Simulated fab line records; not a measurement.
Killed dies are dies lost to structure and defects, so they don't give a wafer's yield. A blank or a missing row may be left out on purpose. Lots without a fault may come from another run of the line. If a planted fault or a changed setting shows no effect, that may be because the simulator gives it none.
Problem report in the 8D (eight disciplines) form, filled by code + flow gf180mcu + the parts of the form that need people (team, actions taken, sign-off) are left out

## 1. WHAT WENT WRONG
POLY_GATE_CVD_00_THK at GF_POLY_GATE_THK_MEAS_01 reads a mean of 234.6 nm on 6 wafers of 2 lots; wafers without a fault read 213.6 nm with a standard deviation of 1.6. That is +13 standard deviations from the usual mean.
Earliest sighting: wafer L114.2 on film-metro-02 at day 11 19:40. Wafers with a number at this step in the record: 36, from 12 lots. By rule, "out" or "out of limits" means more than 4 standard deviations away from the usual mean. The other wafers with a number count as sound.

## 2. WHAT IT IS; WHAT IT IS NOT
| question                    | is                           | is not                                                                                       |
|-----------------------------|------------------------------|----------------------------------------------------------------------------------------------|
| which readings at this step | POLY_GATE_CVD_00_THK         | -                                                                                            |
| which lots                  | L114, L116                   | L104, L105, L106, L107, L108, L119, L121, L122, L124, L127                                   |
| which wafers of those lots  | all that have a number       | -                                                                                            |
| read on which gauges        | film-metro-02, film-metro-03 | film-metro-01                                                                                |
| when                        | from day 11 19:40            | up to then (15 sound wafers); but 15 sound wafers of L119, L121, L122, L124, L127 came after |

## 3. WHAT RULES OUT EACH SUSPECT
Counting: any tool at a process step up to the reading is kept as a suspect provided that every lot that is out went through it and no sound lot did after the first of them.
- the gauge at GF_POLY_GATE_THK_MEAS_01 has been ruled out. 2 gauges (film-metro-02, film-metro-03) read the wafers that are out.
- lpcvd-02 at GF_POLY_GATE_CVD_00 (deposits poly-Si, target thk 200 nm, time 1200 s): ruled out as a lasting fault. Sound lots L127 ran on it after its first lot that is out, L114 (day 11 18:19).
Left after counting: nothing in the record.

## 4. THE CAUSE (what the simulator had put in)
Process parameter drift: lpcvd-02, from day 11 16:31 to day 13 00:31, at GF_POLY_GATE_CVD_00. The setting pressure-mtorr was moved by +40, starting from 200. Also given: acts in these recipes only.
It was ruled out by counting, in error; the rule expects a fault to strike all lots run on its tool from its start on, and this fault did not.

## 5. SEQUENCE OF EFFECTS, ordered by route
Each row: a reading where the mean over the struck wafers with a number is more than 3 standard deviations away from the usual. Only readings for which the record gives a usual standard deviation are gone through. hours: the time from each lot's start at the first step in this table that gives one to its start at this step, as a median over the lots. sigmas: the change in usual standard deviations.
| hours | step                     | reading              | usual       | on struck wafers | change | sigmas      |
|-------|--------------------------|----------------------|-------------|------------------|--------|-------------|
| 0     | GF_POLY_GATE_CVD_00      | pressure-mtorr       | 200.0 mTorr | 239.9            | +39.9  | +99 or more |
| 1     | GF_POLY_GATE_THK_MEAS_01 | POLY_GATE_CVD_00_THK | 213.6 nm    | 234.6            | +21.0  | +13         |
It contains these process steps:
- GF_POLY_GATE_CVD_00: deposits poly-Si, target thk 200 nm, time 1200 s.

## 6. HOW IT WOULD HAVE BEEN CAUGHT EARLIER
The first out-of-limits reading at a measuring or inspecting step in this record came at day 11 19:40, 3 hours after the fault's start at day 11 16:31.
At GF_POLY_GATE_CVD_00, the tool's own readings (pressure-mtorr) were out on each struck wafer the step has a row for, so an alarm limit on them would have fired on the first such wafer.
